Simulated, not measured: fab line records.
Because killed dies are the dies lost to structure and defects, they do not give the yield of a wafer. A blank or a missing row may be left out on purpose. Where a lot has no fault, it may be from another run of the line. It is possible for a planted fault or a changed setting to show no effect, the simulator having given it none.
Struck lot and sound lot, side by side -- flow sky130 -- 16 steps out of a route of 708
Sound: these wafers, L395.3, L395.4, L395.6. Struck: wafer L403.2 (left out: L403.1, L403.6 of the same lot, which were not struck); the cause appears at the end.
Order at every step that has rows: each side's tool, ch and its chambers, its first start. Under that, the readings that differ: sound wafers -- struck wafers -- difference of the means -- sigmas: that difference in standard deviations of wafers without a fault.
alike: words and numbers the same on both sides, and readings whose means are apart by under 2 such deviations; not compared: readings that were withheld, readings missing a value for some wafer, numbers with overlapping values and no deviation given by the record, and bounds like >300 which may hide the same value.
Wherever a step has rows on one side only, a row that says differs or no value, or a row with sigmas, the two part there. Non-overlapping numbers with no deviation appear without sigmas and do not part them. Lack of a reading on every wafer of one side parts them only where that side has two or more wafers.

first, 3 steps without rows for these wafers: SKY_METAL2_EXPOSE_12 (exposes mask MM2, target cd 140 nm); SKY_METAL2_PEB_13; SKY_METAL2_DEVELOP_14 (develop time 60 s).
SKY_METAL2_CD_MEAS_15: target cd 140 nm.
  sound on cd sem-01 at day 36 01:11; struck on cd sem-02 at day 39 15:55
  alike: cd nm
SKY_METAL2_OVL_MEAS_16:
  sound on overlay-01 at day 36 01:17; struck on overlay-01 at day 39 16:02
  alike: METAL2_OVL
SKY_METAL2_DESCUM_17: chemistry O2, time 8 s.
  sound on rie metal-01 ch 0,1, day 36 01:19; struck on rie metal-02 ch 1, day 39 16:05
reading,sound,struck,difference,sigmas
rf hours counter h (h),- - -,6,no value on the sound wafers,
  alike: drypump motor current A, oes product au, rf fwd power W
SKY_METAL2_ETCH_18: etches BARC in N2/H2, stops on SiO2, time 45.9 s, target depth 60 nm.
  sound on rie metal-01 ch 0,1, day 36 01:22; struck on rie metal-02 ch 1, day 39 16:07
reading,sound,struck,difference,sigmas
rf hours counter h (h),- - -,6,no value on the sound wafers,
  alike: bias w, drypump motor current A, oes product au, rf fwd power W, throttle valve pct
SKY_METAL2_METAL_ETCH_19: etches the open film in Cl2/BCl3, stops on SiO2, target depth 360 nm, time 78 s.
  sound on rie metal-01 ch 0,1, day 36 01:26; struck on rie metal-02 ch 1, day 39 16:10
reading,sound,struck,difference,sigmas
oes product au (a.u.),0.851 0.849 0.848,0.870,+0.021,+3
rf hours counter h (h),- - -,6,no value on the sound wafers,
  alike: bias w, drypump motor current A, rf fwd power W, throttle valve pct
SKY_METAL2_STRIP_20: strips in O2/N2.
  sound on plasma asher-04 ch 0,1, day 36 01:31; struck on plasma asher-03 ch 0, day 39 16:16
reading,sound,struck,difference,sigmas
rf hours counter h (h),- - -,102,no value on the sound wafers,
  alike: drypump motor current A, oes product au, strip time to endpoint s
then, 3 steps without rows for these wafers: SKY_METAL2_STRIP_21 (strips in post etch residue remover, time 1200 s); SKY_METAL2_CLEAN_22 (cleans in IPA, time 180 s); SKY_METAL2_CLEAN_23 (cleans in O3/DIW).
SKY_VIA2_HDPCVD_00: deposits SiO2, target thk 1180 nm, time 196.7 s.
  sound on hdpcvd-02 ch 1,2, day 36 02:05; struck on hdpcvd-01 ch 2, day 39 16:52
reading,sound,struck,difference,sigmas
run length s (s),223.7 223.8 224.2,216.7,-7.2,-11
model.SiO2_of_VIA2_HDPCVD_00.thk nm (nm),1189 1185 1193,1132,-57,
SKY_VIA2_THK_MEAS_01:
  sound on film metro-04 at day 36 02:14; struck on film metro-04 at day 39 16:59
reading,sound,struck,difference,sigmas
VIA2_HDPCVD_THK (nm),1188 1184 1192,1133,-55,-6
SKY_VIA2_CMP_02: polishes SiO2.
  sound on cmp-02 ch 1,3, day 36 02:19; struck on cmp-02 ch 1, day 39 17:05
  alike: motor current A, slurry flow ml min
-- the record jumps here: 9 days lie between the struck wafers' starts before and after (it left off in module VIA2 and takes up again in module PAD_OPEN, whose first step shown is number 708 of the route) --
SKY_PAD_OPEN_PROBE_99:
  sound on prober-01 at day 46 11:05; struck on prober-01 at day 49 04:43
reading,sound,struck,difference,sigmas
killed at front end,11 15 24,7,-10,-2
killed short,39 38 27,49,+14,+2
sort_bin_3_pad_short (%),0.8 0.8 0.4,1.8,+1.1,+2
  alike: defect limited yield, killed_at_M0_to_M3, killed_at_M4_up, killed at contacts, killed at other, killed dies, killed open, sort_bin_5_function, sort_bin_6_memory, sort n pass, sort yield pct

== WHERE THEY PART ==
At SKY_METAL2_DESCUM_17 first; at SKY_PAD_OPEN_PROBE_99 last (within this record only).

WHY: what the simulator had put in
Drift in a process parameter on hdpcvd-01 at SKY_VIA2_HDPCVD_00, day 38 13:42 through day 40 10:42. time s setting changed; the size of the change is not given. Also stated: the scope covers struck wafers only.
